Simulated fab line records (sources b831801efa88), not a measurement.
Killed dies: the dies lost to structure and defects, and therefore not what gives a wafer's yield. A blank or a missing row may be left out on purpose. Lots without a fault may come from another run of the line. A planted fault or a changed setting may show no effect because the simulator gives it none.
Which tool was responsible? -- flow sky130 -- 39 wafers sampled from 13 lots at 1 step of a route of 708

== WHAT EACH GAUGE READ, for each wafer ==
SKY_VIA2_BOW_MEAS_03.
lot,measured,on,VIA2_BOW (um)
L316,day 35 04:16,film metro-03,96 97 95
L317,day 35 06:44,film metro-01,92 80 95
L319,day 36 07:59,film metro-02,84 84 83
L320,day 36 09:02,film metro-02,91 105 100
L323,day 37 16:07,film metro-01,83 93 91
L325,day 38 06:37,film metro-01,91 84 92
L327,day 38 16:02,film metro-01,79 81 96
L326,day 38 16:44,film metro-01,80 79 92
L332,day 40 09:17,film metro-02,92 98 82
L335,day 40 23:49,film metro-02,80 85 85
L337,day 41 13:48,film metro-01,80 79 77
L338,day 42 16:56,film metro-03,93 87 71
L339,day 42 17:59,film metro-02,79 95 85

== EACH LOT AND THE TOOL THAT RAN IT (in order: tool; ch and the chambers of the sampled wafers; start) ==
The record holds no process step before these readings.

== WHAT THE TOOLS THEMSELVES READ (means of the sampled wafers that have a number; where no wafer has one, the mark that the record gives instead) ==
The record holds no such reading with a usual standard deviation.

== THE ANSWER, worked out from the rows above alone ==
Rule: usual is defined by the lots themselves. The widest of any qualifying gaps counts: lots, ordered by their means at a reading, are off when they make up no more than a third of the lots, leave a main group of 4 or more, and stand apart from it by 3 or more times the standard deviation of that group's means. A main group is skipped when, at the precision printed for the reading in the tables above, its means are all equal. Also off: a lot with no number at a reading for which 4 or more lots have one. The other lots that the step has rows for count as sound. Order of review: gauges by route order, followed by the tools' own readings, for which a lot's mean as printed above is used. The first step at which some lot is off is used, and at that step the reading that is off furthest; a lot without a number counts as furthest.
Nothing can be told from this: no lot is off at any reading shown.

== WHAT THE SIMULATOR HAD INSERTED ==
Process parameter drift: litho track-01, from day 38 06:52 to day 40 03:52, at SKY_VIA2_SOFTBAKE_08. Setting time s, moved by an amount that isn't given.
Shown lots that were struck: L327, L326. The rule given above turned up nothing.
